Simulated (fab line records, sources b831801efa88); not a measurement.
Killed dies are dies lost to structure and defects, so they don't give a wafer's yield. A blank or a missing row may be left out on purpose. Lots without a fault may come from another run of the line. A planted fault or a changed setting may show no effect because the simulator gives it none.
Split-lot experiment | flow sky130 | 5 lots, 23 wafers read, on a route of 708 steps

THE SPLIT
At SKY_NWELL_IMPLANT_24, the setting energy_kev was moved away from the recipe's 140 on 7 of the 23 wafers read, by +2.4% to +4.7%. The other wafers ran this setting at the recipe's value.

The reading is taken at the split's own step.

THE READING
implant.drp_nm (the simulator's own value, which no gauge read), in nm, at SKY_NWELL_IMPLANT_24. The file gives no usual value for it.

wafer  | tool, chamber at the split | energy_kev as run | against the recipe | implant.drp_nm, nm | against lot-mates on the recipe
L074.1 | implanter-03, 0            | 140               | recipe             | 95.47              | -
L074.2 | implanter-03, 0            | 140               | recipe             | 95.47              | -
L074.6 | implanter-03, 0            | 140               | recipe             | 95.47              | -
L080.2 | implanter-04, 0            | 143.4             | +2.4%              | 96.33              | +0.86
L080.4 | implanter-04, 0            | 143.4             | +2.4%              | 96.33              | +0.86
L080.3 | implanter-04, 0            | 140               | recipe             | 95.47              | -
L080.5 | implanter-04, 0            | 140               | recipe             | 95.47              | -
L080.6 | implanter-04, 0            | 140               | recipe             | 95.47              | -
L081.1 | implanter-03, 0            | 146.6             | +4.7%              | 97.12              | +1.65
L081.2 | implanter-03, 0            | 146.6             | +4.7%              | 97.12              | +1.65
L081.5 | implanter-03, 0            | 146.6             | +4.7%              | 97.12              | +1.65
L081.4 | implanter-03, 0            | 140               | recipe             | 95.47              | -
L081.6 | implanter-03, 0            | 140               | recipe             | 95.47              | -
L082.1 | implanter-02, 0            | 140               | recipe             | 95.47              | -
L082.3 | implanter-02, 0            | 140               | recipe             | 95.47              | -
L082.4 | implanter-02, 0            | 140               | recipe             | 95.47              | -
L082.5 | implanter-02, 0            | 145.4             | +3.9%              | 96.82              | +1.35
L082.6 | implanter-02, 0            | 145.4             | +3.9%              | 96.82              | +1.35
L085.1 | implanter-04, 0            | 140               | recipe             | 95.47              | -
L085.2 | implanter-04, 0            | 140               | recipe             | 95.47              | -
L085.3 | implanter-04, 0            | 140               | recipe             | 95.47              | -
L085.5 | implanter-04, 0            | 140               | recipe             | 95.47              | -
L085.6 | implanter-04, 0            | 140               | recipe             | 95.47              | -

THE FIT
A straight line over all 23 wafers: implant.drp_nm changes by +0.35 nm for each +1% of energy_kev; r = +1.00; the points scatter about the line by 0.0029 nm.
The same after taking each lot's own level away (the mean of its wafers on the recipe; 23 wafers): +0.35 nm for each +1%; r = +1.00; scatter 0.0029 nm.
On that fit, the largest move of energy_kev shifts the reading by 1.7 nm.
The lots' own levels span 95.470 to 95.470 nm.
So the lot-to-lot level changes the slope little: the two slopes agree.
Check: with one of the wafers moved furthest among these (+4.7%) left out of the fit, the line predicts +1.65 nm for it against its lot-mates. It came out at +1.65 nm against them.

OTHER SPLITS ON THESE WAFERS
These wafers also went through other splits before the reading. Each is held against what the fit with the lots' levels taken away leaves over:
other split on the same wafers    | wafers away from the commonest value | r with implant.drp_nm (lot level and that fit taken away)
SKY_FIELD_ISO_OXIDATION_01 temp_c | 10                                   | -0.08
SKY_FIELD_ISO_CVD_03 temp_c       | 15                                   | -0.17

THE FILE'S OWN FIT
implant.drp_nm changes by +0.349 nm for each +1% of energy_kev, r = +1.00.
